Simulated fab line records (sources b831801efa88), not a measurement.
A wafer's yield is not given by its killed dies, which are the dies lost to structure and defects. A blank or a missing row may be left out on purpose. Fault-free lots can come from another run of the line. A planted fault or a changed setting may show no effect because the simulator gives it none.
fab line records	flow gf180mcu
record lots=24	wafers=72	last-day=35
route steps=602 shown V2@385 M3@424 V3@431 M4@456
lots untouched by any fault: they come from a run of this same line in which no faults occurred
start-h: hours from the record's opening day to when the first of the lot's shown wafers began	wait-h: time in hours since the lot's previous step	" identical to the entry in the row above	L1.1+2: one row covering several wafers at once	- no value, or no start was given	* or withheld: withheld	< > ~ a bound
route shown NAME@n: NAME is a module with steps in the file, n the number in the route of the first one	usual: mean/standard deviation taken from wafers without a fault	same: alike in all rows	chamber/n: place in a boat	sites: readings site by site	_std_site: standard deviation of those values	_edge_site: outer sites' mean less inner sites'	radius-mm: how far each site lies from the wafer's centre	mask NAME#n: copy n	behind: the most recent tool/chamber to have shaped the wafer	hold: reason for holding the lot/hours on hold/outcome of the hold	device: transistor that didn't switch, given as n, p or np	end of line: tests of these same wafers at the route's end	for a step that has no rows: nothing shown but its recipe	killed: dies lost to structure and defects at the first sort, not the wafer's yield	map: shows each die of a wafer: x if killed, . if not, _ if none is there
set.NAME: the setting as run; set.NAME@STEP: as run at that earlier step	model.NAME: the simulator's own value behind a step, which no gauge read
one table for each step of the route and one row for each wafer, over a sample of lots
services: a tool's chamber out of use, with start hour (start-h, from the record's first day; less than 0 if before it), hours out, and reason
## steps
# step GF_V2_THK_MEAS_03
# recipe reads=SiO2_of_V2_CVD_02
# usual V2_CVD_02_THK=849/10
lot.wafer	tool	chamber	start-h	wait-h	V2_CVD_02_THK[nm]
L074.1	film-metro-02	-	462.11	0.0	850
L074.2	"	-	"	"	848
L074.4	"	-	"	"	862
L075.1	film-metro-03	-	468.25	0.0	851
L075.5	"	-	"	"	860
L075.6	"	-	"	"	840
L076.1	film-metro-04	-	478.75	0.0	839
L076.3	"	-	"	"	835
L076.6	"	-	"	"	849
L077.2	film-metro-03	-	486.99	0.0	832
L077.3	"	-	"	"	826
L077.4	"	-	"	"	864
L078.1	film-metro-04	-	493.64	0.1	849
L078.2	"	-	"	"	830
L078.3	"	-	"	"	838
L079.1	film-metro-04	-	509.20	0.0	839
L079.4	"	-	"	"	862
L079.5	"	-	"	"	870
L080.1	film-metro-04	-	513.01	0.0	844
L080.3	"	-	"	"	854
L080.4	"	-	"	"	874
L081.2	film-metro-03	-	521.16	0.0	840
L081.3	"	-	"	"	850
L081.5	"	-	"	"	847
L082.1	film-metro-02	-	532.69	0.0	856
L082.2	"	-	"	"	829
L082.4	"	-	"	"	842
L083.1	film-metro-02	-	539.20	0.0	840
L083.5	"	-	"	"	849
L083.6	"	-	"	"	853
L084.4	film-metro-02	-	542.84	0.0	852
L084.5	"	-	"	"	862
L084.6	"	-	"	"	852
L085.1	film-metro-03	-	558.61	0.0	839
L085.2	"	-	"	"	840
L085.6	"	-	"	"	853
L086.3	film-metro-02	-	565.81	0.1	846
L086.4	"	-	"	"	854
L086.6	"	-	"	"	859
L087.1	film-metro-04	-	571.79	0.0	837
L087.4	"	-	"	"	859
L087.6	"	-	"	"	862
L088.2	film-metro-04	-	580.03	0.0	844
L088.4	"	-	"	"	851
L088.6	"	-	"	"	858
L089.2	film-metro-04	-	589.18	0.2	830
L089.3	"	-	"	"	848
L089.4	"	-	"	"	868
L090.3	film-metro-03	-	594.80	0.1	851
L090.4	"	-	"	"	855
L090.5	"	-	"	"	847
L091.1	film-metro-03	-	601.88	0.1	840
L091.5	"	-	"	"	855
L091.6	"	-	"	"	859
L092.1	film-metro-02	-	610.36	0.0	839
L092.2	"	-	"	"	842
L092.5	"	-	"	"	850
L093.2	film-metro-03	-	616.73	0.0	841
L093.4	"	-	"	"	840
L093.6	"	-	"	"	854
L094.1	film-metro-02	-	620.05	0.0	842
L094.5	"	-	"	"	853
L094.6	"	-	"	"	850
L095.1	film-metro-04	-	626.94	0.0	845
L095.3	"	-	"	"	835
L095.4	"	-	"	"	857
L096.1	film-metro-03	-	634.55	0.0	852
L096.5	"	-	"	"	863
L096.6	"	-	"	"	861
L097.1	film-metro-03	-	641.25	0.0	837
L097.2	"	-	"	"	843
L097.4	"	-	"	"	854
# step GF_M3_OVL_MEAS_15
# usual M3_OVL=-3/5
lot.wafer	tool	chamber	start-h	wait-h	M3_OVL[nm]
L074.1	overlay-01	-	514.50	0.1	0
L074.2	"	-	"	"	-5
L074.4	"	-	"	"	-2
L075.1	overlay-01	-	518.95	0.1	1
L075.5	"	-	"	"	5
L075.6	"	-	"	"	5
L076.1	overlay-01	-	529.85	0.1	-3
L076.3	"	-	"	"	-11
L076.6	"	-	"	"	-9
L077.2	overlay-02	-	536.63	0.1	-2
L077.3	"	-	"	"	3
L077.4	"	-	"	"	0
L078.1	overlay-02	-	544.27	0.1	-3
L078.2	"	-	"	"	-1
L078.3	"	-	"	"	-10
L079.1	overlay-01	-	558.15	0.1	-6
L079.4	"	-	"	"	-1
L079.5	"	-	"	"	-1
L080.1	overlay-02	-	562.62	0.1	1
L080.3	"	-	"	"	-1
L080.4	"	-	"	"	1
L081.2	overlay-02	-	570.25	0.1	-5
L081.3	"	-	"	"	-10
L081.5	"	-	"	"	-9
L082.1	overlay-01	-	581.37	0.1	5
L082.2	"	-	"	"	5
L082.4	"	-	"	"	1
L083.1	overlay-02	-	587.37	0.1	-8
L083.5	"	-	"	"	-10
L083.6	"	-	"	"	-11
L084.4	overlay-01	-	590.29	0.1	-4
L084.5	"	-	"	"	-8
L084.6	"	-	"	"	-3
L085.1	overlay-01	-	605.90	0.1	-3
L085.2	"	-	"	"	0
L085.6	"	-	"	"	-2
L086.3	overlay-01	-	612.18	0.1	6
L086.4	"	-	"	"	-4
L086.6	"	-	"	"	-3
L087.1	overlay-02	-	618.10	0.1	-1
L087.4	"	-	"	"	1
L087.6	"	-	"	"	-8
L088.2	overlay-02	-	624.60	0.1	-1
L088.4	"	-	"	"	-1
L088.6	"	-	"	"	1
L089.2	overlay-02	-	633.32	0.1	-8
L089.3	"	-	"	"	9
L089.4	"	-	"	"	-7
L090.3	overlay-02	-	638.86	0.1	0
L090.4	"	-	"	"	3
L090.5	"	-	"	"	-5
L091.1	overlay-02	-	645.15	0.1	-5
L091.5	"	-	"	"	-3
L091.6	"	-	"	"	-6
L092.1	overlay-02	-	653.42	0.1	-5
L092.2	"	-	"	"	-14
L092.5	"	-	"	"	-6
L093.2	overlay-01	-	659.77	0.1	-14
L093.4	"	-	"	"	-7
L093.6	"	-	"	"	-9
L094.1	overlay-02	-	662.40	0.1	-2
L094.5	"	-	"	"	-8
L094.6	"	-	"	"	-4
L095.1	overlay-01	-	668.92	0.1	-5
L095.3	"	-	"	"	4
L095.4	"	-	"	"	0
L096.1	overlay-01	-	677.45	0.1	-5
L096.5	"	-	"	"	1
L096.6	"	-	"	"	5
L097.1	overlay-01	-	684.02	0.1	5
L097.2	"	-	"	"	-3
L097.4	"	-	"	"	-1
# step GF_V3_CVD_02
# recipe material=SiO2	target-thk-nm=850	precursor=TEOS	temp-c=400	time-s=94.851	rf-w=600
# usual heater-power-w=701/120	rf-fwd-power-W=595.9/2.2
# same time-s=94.851
lot.wafer	tool	chamber	start-h	wait-h	heater-power-w	rf-fwd-power-W
L074.1	pecvd-04	1	515.31	0.1	689	598.9
L074.2	"	0	"	"	655	596.2
L074.4	"	1	"	"	712	599.7
L075.1	pecvd-02	2	519.87	0.1	964	592.5
L075.5	"	2	"	"	1018	594.9
L075.6	"	1	"	"	639	597.3
L076.1	pecvd-04	2	530.67	0.1	576	596.1
L076.3	"	0	"	"	578	598.4
L076.6	"	1	"	"	570	596.6
L077.2	pecvd-04	2	537.44	0.0	652	595.4
L077.3	"	0	"	"	648	597.5
L077.4	"	2	"	"	684	593.9
L078.1	pecvd-01	0	545.15	0.1	656	595.2
L078.2	"	1	"	"	872	595.6
L078.3	"	2	"	"	638	593.0
L079.1	pecvd-01	2	558.99	0.1	688	596.2
L079.4	"	2	"	"	743	593.8
L079.5	"	0	"	"	580	599.2
L080.1	pecvd-02	2	563.43	0.1	921	596.3
L080.3	"	1	"	"	663	595.8
L080.4	"	0	"	"	579	592.4
L081.2	pecvd-01	0	571.40	0.0	720	593.3
L081.3	"	1	"	"	795	596.9
L081.5	"	0	"	"	586	594.3
L082.1	pecvd-02	1	582.61	0.1	696	596.3
L082.2	"	0	"	"	622	593.2
L082.4	"	1	"	"	553	597.0
L083.1	pecvd-04	2	588.52	0.1	643	598.5
L083.5	"	0	"	"	695	596.9
L083.6	"	2	"	"	691	596.5
L084.4	pecvd-02	1	591.46	0.1	693	598.7
L084.5	"	2	"	"	926	594.0
L084.6	"	1	"	"	557	596.9
L085.1	pecvd-02	1	606.71	0.1	642	598.2
L085.2	"	2	"	"	902	594.9
L085.6	"	1	"	"	683	595.6
L086.3	pecvd-01	2	613.02	0.0	609	594.8
L086.4	"	2	"	"	667	596.0
L086.6	"	0	"	"	709	601.5
L087.1	pecvd-02	1	618.91	0.1	661	596.7
L087.4	"	2	"	"	954	592.8
L087.6	"	0	"	"	651	592.0
L088.2	pecvd-04	1	625.52	0.0	678	597.6
L088.4	"	2	"	"	570	596.0
L088.6	"	1	"	"	579	596.4
L089.2	pecvd-04	1	634.17	0.0	645	597.4
L089.3	"	1	"	"	682	597.7
L089.4	"	2	"	"	686	595.2
L090.3	pecvd-01	1	639.67	0.0	812	596.3
L090.4	"	0	"	"	582	599.8
L090.5	"	1	"	"	682	595.4
L091.1	pecvd-04	0	646.07	0.1	682	598.2
L091.5	"	0	"	"	574	597.8
L091.6	"	2	"	"	562	595.3
L092.1	pecvd-02	0	654.24	0.1	631	592.6
L092.2	"	1	"	"	692	596.8
L092.5	"	1	"	"	544	594.9
L093.2	pecvd-02	0	661.03	0.0	609	592.5
L093.4	"	0	"	"	625	592.6
L093.6	"	2	"	"	970	592.6
L094.1	pecvd-04	1	663.30	0.1	682	598.2
L094.5	"	0	"	"	709	594.0
L094.6	"	2	"	"	660	598.7
L095.1	pecvd-01	0	670.12	0.1	664	600.0
L095.3	"	1	"	"	824	598.6
L095.4	"	2	"	"	747	596.3
L096.1	pecvd-04	0	678.26	0.1	662	598.1
L096.5	"	0	"	"	698	595.6
L096.6	"	2	"	"	557	593.7
L097.1	pecvd-02	0	684.84	0.1	672	595.4
L097.2	"	2	"	"	896	596.8
L097.4	"	1	"	"	664	597.9
# step GF_M4_SPUTTER_00
# recipe material=Ti	target-thk-nm=37.5	arriving-ion-energy-ev=80	substrate-temp-c=200	chamber-pressure-pa=2	power-w=4000	time-s=150
# usual chamber-pressure-pa=2.000/0.004	throttle-valve-pct=29.8/0.74
# same time-s=150
lot.wafer	tool	chamber	start-h	wait-h	chamber-pressure-pa	throttle-valve-pct
L074.1	pvd-sputter-01	-	541.14	0.1	2.004	30.5
L074.2	"	-	"	"	1.995	29.6
L074.4	"	-	"	"	1.998	28.8
L075.1	pvd-sputter-02	-	545.35	0.2	1.996	30.3
L075.5	"	-	"	"	2.001	30.3
L075.6	"	-	"	"	1.998	30.1
L076.1	pvd-sputter-04	-	555.95	0.2	2.000	29.7
L076.3	"	-	"	"	2.001	30.0
L076.6	"	-	"	"	2.002	29.6
L077.2	pvd-sputter-02	-	563.05	0.2	1.996	28.9
L077.3	"	-	"	"	2.006	29.8
L077.4	"	-	"	"	1.998	30.7
L078.1	pvd-sputter-01	-	569.73	0.1	1.995	30.8
L078.2	"	-	"	"	2.005	29.0
L078.3	"	-	"	"	1.995	30.6
L079.1	pvd-sputter-01	-	583.11	0.2	2.001	30.5
L079.4	"	-	"	"	2.005	29.6
L079.5	"	-	"	"	1.995	28.8
L080.1	pvd-sputter-02	-	587.46	0.1	1.995	28.9
L080.3	"	-	"	"	2.011	29.0
L080.4	"	-	"	"	1.998	29.9
L081.2	pvd-sputter-01	-	595.26	0.1	2.003	29.5
L081.3	"	-	"	"	2.001	30.6
L081.5	"	-	"	"	2.004	29.5
L082.1	pvd-sputter-02	-	605.62	0.2	2.006	29.7
L082.2	"	-	"	"	2.004	29.1
L082.4	"	-	"	"	2.000	30.8
L083.1	pvd-sputter-01	-	611.86	0.1	1.999	29.5
L083.5	"	-	"	"	2.002	30.5
L083.6	"	-	"	"	1.995	28.9
L084.4	pvd-sputter-01	-	615.27	0.1	2.000	30.7
L084.5	"	-	"	"	2.002	29.2
L084.6	"	-	"	"	1.999	30.5
L085.1	pvd-sputter-02	-	628.55	0.2	1.997	29.3
L085.2	"	-	"	"	1.992	30.0
L085.6	"	-	"	"	1.996	29.3
L086.3	pvd-sputter-02	-	635.51	0.2	1.997	28.9
L086.4	"	-	"	"	2.004	29.3
L086.6	"	-	"	"	2.005	30.2
L087.1	pvd-sputter-02	-	640.63	0.2	2.001	28.9
L087.4	"	-	"	"	1.998	29.1
L087.6	"	-	"	"	2.002	29.7
L088.2	pvd-sputter-01	-	648.03	0.2	2.000	29.4
L088.4	"	-	"	"	1.995	30.4
L088.6	"	-	"	"	2.001	30.4
L089.2	pvd-sputter-02	-	656.52	0.1	2.000	30.0
L089.3	"	-	"	"	1.995	29.4
L089.4	"	-	"	"	1.996	29.1
L090.3	pvd-sputter-01	-	662.24	0.2	2.000	30.1
L090.4	"	-	"	"	1.998	28.7
L090.5	"	-	"	"	2.007	30.6
L091.1	pvd-sputter-04	-	667.71	0.2	2.002	29.9
L091.5	"	-	"	"	2.000	31.5
L091.6	"	-	"	"	2.000	29.6
L092.1	pvd-sputter-01	-	675.86	0.1	2.003	30.6
L092.2	"	-	"	"	1.999	30.2
L092.5	"	-	"	"	1.997	29.1
L093.2	pvd-sputter-01	-	682.84	0.1	1.994	30.2
L093.4	"	-	"	"	2.001	29.5
L093.6	"	-	"	"	1.997	28.6
L094.1	pvd-sputter-01	-	685.74	0.1	2.008	29.7
L094.5	"	-	"	"	2.002	28.8
L094.6	"	-	"	"	1.999	30.6
L095.1	pvd-sputter-02	-	691.85	0.1	1.996	28.9
L095.3	"	-	"	"	1.995	29.9
L095.4	"	-	"	"	2.000	30.4
L096.1	pvd-sputter-01	-	699.23	0.1	2.006	30.5
L096.5	"	-	"	"	1.999	30.9
L096.6	"	-	"	"	2.001	29.2
L097.1	pvd-sputter-01	-	705.66	0.1	2.007	29.5
L097.2	"	-	"	"	1.997	29.0
L097.4	"	-	"	"	2.000	30.6
# step GF_M4_CD_MEAS_14
# recipe target-cd-nm=280
# usual cd-nm=279.6/1.1
lot.wafer	tool	chamber	start-h	wait-h	cd-nm
L074.1	cd-sem-02	-	563.99	0.1	279.4
L074.2	"	-	"	"	279.3
L074.4	"	-	"	"	277.9
L075.1	cd-sem-01	-	568.54	0.1	278.8
L075.5	"	-	"	"	279.9
L075.6	"	-	"	"	278.8
L076.1	cd-sem-01	-	578.45	0.1	279.8
L076.3	"	-	"	"	279.9
L076.6	"	-	"	"	280.1
L077.2	cd-sem-02	-	585.41	0.1	279.8
L077.3	"	-	"	"	280.3
L077.4	"	-	"	"	280.3
L078.1	cd-sem-01	-	592.19	0.1	281.1
L078.2	"	-	"	"	279.7
L078.3	"	-	"	"	280.7
L079.1	cd-sem-02	-	604.64	0.1	279.3
L079.4	"	-	"	"	278.9
L079.5	"	-	"	"	279.4
L080.1	cd-sem-02	-	609.70	0.1	280.6
L080.3	"	-	"	"	279.2
L080.4	"	-	"	"	279.3
L081.2	cd-sem-01	-	616.87	0.1	281.0
L081.3	"	-	"	"	282.6
L081.5	"	-	"	"	280.0
L082.1	cd-sem-01	-	626.35	0.1	277.7
L082.2	"	-	"	"	277.4
L082.4	"	-	"	"	277.4
L083.1	cd-sem-01	-	632.15	0.1	277.8
L083.5	"	-	"	"	277.1
L083.6	"	-	"	"	277.3
L084.4	cd-sem-02	-	636.06	0.1	280.6
L084.5	"	-	"	"	279.6
L084.6	"	-	"	"	279.7
L085.1	cd-sem-02	-	648.85	0.1	280.8
L085.2	"	-	"	"	280.0
L085.6	"	-	"	"	280.4
L086.3	cd-sem-02	-	656.19	0.1	278.9
L086.4	"	-	"	"	277.8
L086.6	"	-	"	"	279.6
L087.1	cd-sem-02	-	661.19	0.1	281.4
L087.4	"	-	"	"	279.3
L087.6	"	-	"	"	281.6
L088.2	cd-sem-02	-	667.76	0.1	279.5
L088.4	"	-	"	"	279.6
L088.6	"	-	"	"	279.0
L089.2	cd-sem-01	-	676.71	0.1	278.8
L089.3	"	-	"	"	279.2
L089.4	"	-	"	"	280.0
L090.3	cd-sem-02	-	681.84	0.1	280.0
L090.4	"	-	"	"	279.9
L090.5	"	-	"	"	278.6
L091.1	cd-sem-01	-	687.10	0.1	280.2
L091.5	"	-	"	"	280.5
L091.6	"	-	"	"	280.7
L092.1	cd-sem-01	-	695.05	0.1	279.9
L092.2	"	-	"	"	279.2
L092.5	"	-	"	"	279.9
L093.2	cd-sem-01	-	702.31	0.1	278.1
L093.4	"	-	"	"	278.5
L093.6	"	-	"	"	277.2
L094.1	cd-sem-02	-	706.00	0.1	281.3
L094.5	"	-	"	"	281.5
L094.6	"	-	"	"	281.4
L095.1	cd-sem-01	-	710.55	0.1	280.0
L095.3	"	-	"	"	279.8
L095.4	"	-	"	"	278.8
L096.1	cd-sem-02	-	718.49	0.1	277.9
L096.5	"	-	"	"	277.5
L096.6	"	-	"	"	278.3
L097.1	cd-sem-02	-	724.50	0.1	278.7
L097.2	"	-	"	"	278.9
L097.4	"	-	"	"	280.0
# step GF_M4_METAL_ETCH_16
# recipe chemistry=Cl2/BCl3	mask-material=KrF	target-depth-nm=627.5	stop-on=SiO2	pressure-mtorr=8	icp-w=800	bias-w=140	Cl2_flow_sccm=80	bcl3-flow-sccm=40	time-s=104.6
# usual drypump-motor-current-A=5.6/0.44	he-backside-leak-sccm=3.30/0.17	mfc-cl2-sccm=79.96/0.25	oes-product-au=0.972/0.0062	rf-fwd-power-W=795.9/2.5	throttle-valve-pct=28.250/0.0095
# same time-s=104.6
lot.wafer	tool	chamber	start-h	wait-h	drypump-motor-current-A	he-backside-leak-sccm	mfc-cl2-sccm	oes-product-au	rf-fwd-power-W	rf-hours-counter-h	throttle-valve-pct
L074.1	rie-metal-03	1	564.15	0.0	5.9	3.39	79.77	0.980	793.4	1.1	28.237
L074.2	"	0	"	"	5.1	3.62	80.11	0.970	796.1	4.8	28.245
L074.4	"	0	"	"	5.0	3.35	80.02	0.981	794.8	-	28.253
L075.1	rie-metal-03	0	568.70	0.0	5.0	3.37	79.47	0.973	792.9	4.9	28.256
L075.5	"	0	"	"	5.0	3.54	79.65	0.971	796.5	-	28.264
L075.6	"	1	"	"	5.9	3.24	79.54	0.963	798.3	-	28.254
L076.1	rie-metal-03	1	578.61	0.0	5.9	3.46	80.42	0.971	793.3	1.4	28.249
L076.3	"	1	"	"	6.0	3.38	80.29	0.977	792.3	-	28.251
L076.6	"	1	"	"	6.0	3.29	80.11	0.963	792.4	-	28.246
L077.2	rie-metal-03	0	585.55	0.0	5.0	3.32	79.70	0.973	795.6	5.4	28.246
L077.3	"	1	"	"	5.9	3.52	79.79	0.980	796.6	-	28.257
L077.4	"	0	"	"	5.0	3.24	79.86	0.972	795.2	-	28.252
L078.1	rie-metal-04	1	592.35	0.0	5.7	2.81	79.75	0.969	796.3	8.4	28.230
L078.2	"	0	"	"	6.3	3.09	79.94	0.976	794.8	7.3	28.244
L078.3	"	0	"	"	6.3	3.33	79.95	0.966	795.0	-	28.263
L079.1	rie-metal-01	0	604.80	0.0	6.0	3.28	80.18	0.962	794.2	3.8	28.244
L079.4	"	0	"	"	6.0	3.22	79.92	0.975	795.3	-	28.246
L079.5	"	0	"	"	6.0	3.15	79.93	0.972	797.3	-	28.246
L080.1	rie-metal-03	0	609.85	0.0	5.1	3.42	79.75	0.970	796.2	5.8	28.269
L080.3	"	1	"	"	5.9	3.23	80.24	0.965	795.6	-	28.256
L080.4	"	0	"	"	5.0	3.47	79.85	0.974	797.2	-	28.239
L081.2	rie-metal-01	0	617.00	0.0	6.0	3.31	80.00	0.967	799.1	4.2	28.241
L081.3	"	1	"	"	5.2	3.34	79.86	0.974	792.0	-	28.236
L081.5	"	0	"	"	6.0	3.22	80.23	0.980	799.7	-	28.255
L082.1	rie-metal-01	0	626.50	0.0	6.0	3.46	79.88	0.968	794.4	4.6	28.257
L082.2	"	1	"	"	5.1	3.49	79.34	0.967	798.0	3.8	28.269
L082.4	"	1	"	"	5.1	3.54	79.58	0.978	793.6	-	28.239
L083.1	rie-metal-01	0	632.31	0.0	6.0	3.10	79.68	0.975	793.3	4.7	28.230
L083.5	"	1	"	"	5.2	3.32	79.85	0.968	794.9	-	28.255
L083.6	"	0	"	"	6.0	3.16	79.72	0.969	793.6	-	28.233
L084.4	rie-metal-01	1	636.20	0.0	5.2	3.49	80.34	0.973	797.9	-	28.229
L084.5	"	1	"	"	5.2	3.31	80.03	0.971	796.2	-	28.254
L084.6	"	0	"	"	6.0	2.99	79.88	0.982	796.7	-	28.258
L085.1	rie-metal-04	0	649.00	0.0	6.3	3.33	80.05	0.962	796.7	8.9	28.256
L085.2	"	1	"	"	5.7	3.14	79.96	0.978	796.1	10.1	28.242
L085.6	"	0	"	"	6.2	3.45	80.30	0.976	790.3	-	28.256
L086.3	rie-metal-04	0	656.34	0.1	6.3	3.25	80.26	0.974	796.5	-	28.267
L086.4	"	1	"	"	5.7	3.10	79.98	0.972	797.9	-	28.252
L086.6	"	1	"	"	5.7	3.00	80.17	0.984	793.9	-	28.252
L087.1	rie-metal-04	1	661.35	0.0	5.7	3.08	80.18	0.967	790.5	10.5	28.279
L087.4	"	0	"	"	6.3	3.25	79.95	0.977	796.5	-	28.241
L087.6	"	1	"	"	5.7	2.98	79.95	0.980	792.5	-	28.248
L088.2	rie-metal-01	0	667.90	0.0	6.0	3.12	80.01	0.976	794.8	5.9	28.265
L088.4	"	1	"	"	5.2	3.29	80.18	0.965	793.7	-	28.248
L088.6	"	1	"	"	5.2	3.29	80.47	0.968	798.1	-	28.262
L089.2	rie-metal-03	1	676.85	0.0	5.9	3.41	79.79	0.980	801.2	4.0	28.237
L089.3	"	1	"	"	5.9	3.30	79.64	0.963	799.0	-	28.244
L089.4	"	0	"	"	5.0	3.22	79.74	0.974	794.4	-	28.247
L090.3	rie-metal-01	0	681.99	0.1	6.0	2.93	80.01	0.978	792.9	-	28.259
L090.4	"	1	"	"	5.2	3.47	79.87	0.974	798.9	-	28.263
L090.5	"	0	"	"	6.0	3.32	80.06	0.962	789.2	-	28.265
L091.1	rie-metal-03	0	687.26	0.0	5.1	3.32	79.91	0.974	796.9	8.0	28.253
L091.5	"	1	"	"	5.9	3.35	79.94	0.969	795.9	-	28.239
L091.6	"	0	"	"	5.0	3.55	80.08	0.974	792.4	-	28.249
L092.1	rie-metal-04	0	695.20	0.0	6.3	3.59	80.43	0.971	797.9	10.2	28.262
L092.2	"	1	"	"	5.8	3.06	79.89	0.979	796.6	11.4	28.240
L092.5	"	1	"	"	5.7	3.20	79.73	0.971	795.8	-	28.241
L093.2	rie-metal-01	0	702.45	0.0	6.0	3.18	79.75	0.973	797.8	7.1	28.239
L093.4	"	0	"	"	6.0	3.14	79.82	0.978	799.2	-	28.246
L093.6	"	0	"	"	6.0	3.35	79.68	0.979	794.8	-	28.262
L094.1	rie-metal-04	1	706.15	0.0	5.7	3.00	80.33	0.972	793.5	11.7	28.258
L094.5	"	0	"	"	6.3	3.45	79.94	0.964	799.4	-	28.254
L094.6	"	1	"	"	5.7	3.08	80.60	0.964	793.5	-	28.258
L095.1	rie-metal-01	1	710.70	0.0	5.2	3.41	80.26	0.981	793.4	6.6	28.240
L095.3	"	0	"	"	6.0	3.00	80.00	0.978	795.7	-	28.251
L095.4	"	1	"	"	5.2	3.34	79.92	0.981	795.2	-	28.228
L096.1	rie-metal-03	0	718.65	0.0	5.0	3.41	79.58	0.979	798.6	9.5	28.241
L096.5	"	0	"	"	5.0	3.52	79.70	0.964	797.1	-	28.245
L096.6	"	1	"	"	6.0	3.47	80.19	0.985	798.0	-	28.242
L097.1	rie-metal-03	1	724.66	0.0	5.9	3.47	79.86	0.961	791.2	6.1	28.254
L097.2	"	0	"	"	5.0	3.45	79.65	0.974	793.4	9.8	28.238
L097.4	"	0	"	"	5.1	3.36	79.76	0.975	794.8	-	28.256
## services
tool	chamber	start-h	hours	kind
pecvd-04	1	491.58	14.4	repair
pecvd-02	-	496.56	2.8	pm
rie-metal-03	1	499.78	-	clean
rie-metal-03	1	499.78	20.4	scheduled-down
rie-metal-03	1	499.78	20.4	vent-cycle
pvd-sputter-02	2	522.26	-	consumable-replace:kit
pvd-sputter-02	2	522.26	18.0	scheduled-down
pvd-sputter-02	2	522.26	18.0	vent-cycle
pvd-sputter-01	1	535.24	-	consumable-replace:kit
pvd-sputter-01	1	535.24	18.0	scheduled-down
pvd-sputter-01	1	535.24	18.0	vent-cycle
rie-metal-04	0	551.64	8.8	repair
pvd-sputter-01	-	553.56	1.0	repair
pvd-sputter-04	-	556.33	110.0	repair
pecvd-02	0	588.74	19.3	repair
pecvd-04	0	605.47	28.9	repair
pvd-sputter-02	-	645.18	3.2	repair
pvd-sputter-01	0	659.96	-	consumable-replace:kit
pvd-sputter-01	0	659.96	18.0	scheduled-down
pvd-sputter-01	0	659.96	18.0	vent-cycle
pvd-sputter-02	-	675.39	3.6	repair
pvd-sputter-04	-	698.97	8.0	repair
pvd-sputter-04	-	703.60	3.1	repair
pecvd-04	1	713.25	18.0	repair
## key
fault none
